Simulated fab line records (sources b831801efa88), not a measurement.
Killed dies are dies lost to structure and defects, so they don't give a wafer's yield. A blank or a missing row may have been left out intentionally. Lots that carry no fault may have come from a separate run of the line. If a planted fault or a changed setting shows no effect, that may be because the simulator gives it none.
Matching of chambers	flow sky130	SKY_VIA1_CMP_24 on cmp-02 has 4 sister chambers
The step polishes, stops on SiO2, t overpolish 15 s, target thk 0 nm. 4 wafers are shown with their chamber, then 12 later ones without.

== WAFERS PAIRED WITH THEIR CHAMBERS ==
wafer	chamber	motor current A (A)
L091.2	2	9.9
L091.6	0	11.8
L091.1	3	13.1
L091.5	1	10.0

== WAFERS WITHOUT THEIR CHAMBER ==
wafer	motor current A (A)
L093.1	9.9
L093.4	11.6
L093.5	11.9
L094.1	12.5
L094.4	10.3
L094.5	10.7
L095.1	12.9
L095.2	10.2
L095.4	11.4
L096.1	11.5
L096.2	12.3
L096.5	9.9

== WHICH CHAMBER EACH ONE RAN IN ==
wafer	from the rows above	in truth
L093.1	can't be placed: 2 or 1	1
L093.4	0	0
L093.5	0	0
L094.1	can't be placed: 3 or 0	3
L094.4	can't be placed: 1 or 2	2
L094.5	can't be placed: 1 or 2 or 0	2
L095.1	3	3
L095.2	can't be placed: 1 or 2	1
L095.4	0	0
L096.1	0	0
L096.2	can't be placed: 0 or 3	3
L096.5	can't be placed: 2 or 1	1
Placed correctly: 5 of 12. Not placeable from these rows: 7 (in 7, the candidates include the true chamber). Number placed wrongly: 0.
How it was worked out, from the rows above alone: a wafer's distance from a chamber is the root of the sum, over the readings, of the square of ((its reading less the chamber's mean) divided by the reading's scatter). The wafer belongs to the nearest chamber; if the next one is less than 2 further off, it can't be placed. For every chamber, the mean is computed from those of its wafers that are shown. The scatter: with one shown wafer a chamber, the root of the mean of the squares of how far each hidden wafer lies from its nearest shown one.
